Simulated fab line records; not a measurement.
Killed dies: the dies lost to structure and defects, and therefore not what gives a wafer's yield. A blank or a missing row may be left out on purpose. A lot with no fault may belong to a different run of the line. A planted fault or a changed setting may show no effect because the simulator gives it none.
Check of tool commonality / flow sky130 / Lots sampled 12, wafers sampled 42

REASON FOR OPENING
2 of 12 lots carry a flag on the reading LDD_LDN_TW at SKY_LDD_LDN_TW_MEAS_13. Fault-free wafers read 1470, with a standard deviation of 8.2.
Rule: a lot is flagged when every wafer of it that has a number lies more than 4 standard deviations from that mean, or none has a number. As for the other lots, they are considered sound.

lot=L170; measured=day 24 00:50; on=film metro-01; LDD_LDN_TW, wafer by wafer=1471 1472 1468; flag=
lot=L171; measured=day 24 06:18; on=film metro-04; LDD_LDN_TW, wafer by wafer=1471 1465 1468; flag=
lot=L173; measured=day 24 17:19; on=film metro-04; LDD_LDN_TW, wafer by wafer=1474 1469 1473; flag=
lot=L174; measured=day 25 13:57; on=film metro-04; LDD_LDN_TW, wafer by wafer=1461 1462 1468; flag=
lot=L178; measured=day 26 15:25; on=film metro-01; LDD_LDN_TW, wafer by wafer=1458 1466 1462; flag=
lot=L181; measured=day 27 11:13; on=film metro-01; LDD_LDN_TW, wafer by wafer=1356 1357 1357 1352 1352 1360; flag=FLAGGED
lot=L182; measured=day 27 18:35; on=film metro-02; LDD_LDN_TW, wafer by wafer=1366 1369 1373 1371 1373 1369; flag=FLAGGED
lot=L183; measured=day 28 00:15; on=film metro-01; LDD_LDN_TW, wafer by wafer=1472 1470 1469; flag=
lot=L185; measured=day 28 14:38; on=film metro-04; LDD_LDN_TW, wafer by wafer=1472 1467 1463; flag=
lot=L186; measured=day 29 05:48; on=film metro-02; LDD_LDN_TW, wafer by wafer=1475 1483 1469; flag=
lot=L190; measured=day 30 08:55; on=film metro-04; LDD_LDN_TW, wafer by wafer=1471 1469 1468; flag=
lot=L191; measured=day 30 14:47; on=film metro-01; LDD_LDN_TW, wafer by wafer=1461 1460 1454; flag=
On average the flagged lots' numbers are 1363, which is -107 against the usual, or -13 standard deviations.

LOT BY LOT: THE TOOL USED
Before the reading, the record contains 2 process steps out of a 708-step route. Each cell gives the tool, then ch followed by the chambers the sampled wafers passed through, then the start.
lot=L170; flag=; SKY_LDD_HVP_STRIP_09=plasma asher-02 ch 0,1, day 22 18:20; SKY_LDD_LDN_IMPLANT_08=implanter-01 ch 0, day 24 00:08
lot=L171; flag=; SKY_LDD_HVP_STRIP_09=plasma asher-02 ch 0,1, day 22 23:35; SKY_LDD_LDN_IMPLANT_08=implanter-01 ch 0, day 24 05:38
lot=L173; flag=; SKY_LDD_HVP_STRIP_09=plasma asher-04 ch 0,1, day 23 11:20; SKY_LDD_LDN_IMPLANT_08=implanter-04 ch 0, day 24 16:38
lot=L174; flag=; SKY_LDD_HVP_STRIP_09=plasma asher-03 ch 0,1, day 24 07:44; SKY_LDD_LDN_IMPLANT_08=implanter-01 ch 0, day 25 13:17
lot=L178; flag=; SKY_LDD_HVP_STRIP_09=plasma asher-03 ch 0,1, day 25 09:51; SKY_LDD_LDN_IMPLANT_08=implanter-04 ch 0, day 26 14:45
lot=L181; flag=FLAGGED; SKY_LDD_HVP_STRIP_09=plasma asher-03 ch 0,1, day 26 05:38; SKY_LDD_LDN_IMPLANT_08=implanter-04 ch 0, day 27 10:32
lot=L182; flag=FLAGGED; SKY_LDD_HVP_STRIP_09=plasma asher-04 ch 0,1, day 26 13:35; SKY_LDD_LDN_IMPLANT_08=implanter-04 ch 0, day 27 17:54
lot=L183; flag=; SKY_LDD_HVP_STRIP_09=plasma asher-04 ch 0,1, day 26 19:05; SKY_LDD_LDN_IMPLANT_08=implanter-02 ch 0, day 27 23:34
lot=L185; flag=; SKY_LDD_HVP_STRIP_09=plasma asher-02 ch 0,1, day 27 09:08; SKY_LDD_LDN_IMPLANT_08=implanter-01 ch 0, day 28 13:57
lot=L186; flag=; SKY_LDD_HVP_STRIP_09=plasma asher-04 ch 0,1, day 28 00:34; SKY_LDD_LDN_IMPLANT_08=implanter-02 ch 0, day 29 05:07
lot=L190; flag=; SKY_LDD_HVP_STRIP_09=plasma asher-04 ch 0,1, day 29 03:26; SKY_LDD_LDN_IMPLANT_08=implanter-04 ch 0, day 30 08:15
lot=L191; flag=; SKY_LDD_HVP_STRIP_09=plasma asher-02 ch 0,1, day 29 09:22; SKY_LDD_LDN_IMPLANT_08=implanter-04 ch 0, day 30 14:05
What these steps do:
- SKY_LDD_HVP_STRIP_09: strips in O2/N2.
- SKY_LDD_LDN_IMPLANT_08
- SKY_LDD_LDN_TW_MEAS_13

FLAGGED OVER TOTAL, TOOL BY TOOL (the gauges that took the reading come last)
step=SKY_LDD_HVP_STRIP_09; tool=plasma asher-02; lots run=4; flagged=0; share of the flagged lots=none; sound lots run after its first flagged lot=-
step=SKY_LDD_HVP_STRIP_09; tool=plasma asher-03; lots run=3; flagged=1; share of the flagged lots=some; sound lots run after its first flagged lot=0
step=SKY_LDD_HVP_STRIP_09; tool=plasma asher-04; lots run=5; flagged=1; share of the flagged lots=some; sound lots run after its first flagged lot=3 (L183,L186,L190)
step=SKY_LDD_LDN_IMPLANT_08; tool=implanter-01; lots run=4; flagged=0; share of the flagged lots=none; sound lots run after its first flagged lot=-
step=SKY_LDD_LDN_IMPLANT_08; tool=implanter-02; lots run=2; flagged=0; share of the flagged lots=none; sound lots run after its first flagged lot=-
step=SKY_LDD_LDN_IMPLANT_08; tool=implanter-04; lots run=6; flagged=2; share of the flagged lots=all; sound lots run after its first flagged lot=2 (L190,L191)
step=SKY_LDD_LDN_TW_MEAS_13; tool=film metro-01; lots run=5; flagged=1; share of the flagged lots=some; sound lots run after its first flagged lot=2 (L183,L191)
step=SKY_LDD_LDN_TW_MEAS_13; tool=film metro-02; lots run=2; flagged=1; share of the flagged lots=some; sound lots run after its first flagged lot=1 (L186)
step=SKY_LDD_LDN_TW_MEAS_13; tool=film metro-04; lots run=5; flagged=0; share of the flagged lots=none; sound lots run after its first flagged lot=-

WHAT THE TABLE ALLOWS
All flagged lots share 1 row of the table, namely implanter-04 at SKY_LDD_LDN_IMPLANT_08.
- implanter-04 at SKY_LDD_LDN_IMPLANT_08 ran 6 lots, 2 of them flagged. After the first flagged lot (L190, L191), sound lots still ran on it; a lasting fault on the whole tool would not permit that. Its own readings (dose ions cm2, faraday current uA) fall more than 4 standard deviations out on all wafers of the flagged lots.
None of the table's rows ran every flagged lot and, after the first, no sound lot.

WHAT THE SIMULATOR PUT IN
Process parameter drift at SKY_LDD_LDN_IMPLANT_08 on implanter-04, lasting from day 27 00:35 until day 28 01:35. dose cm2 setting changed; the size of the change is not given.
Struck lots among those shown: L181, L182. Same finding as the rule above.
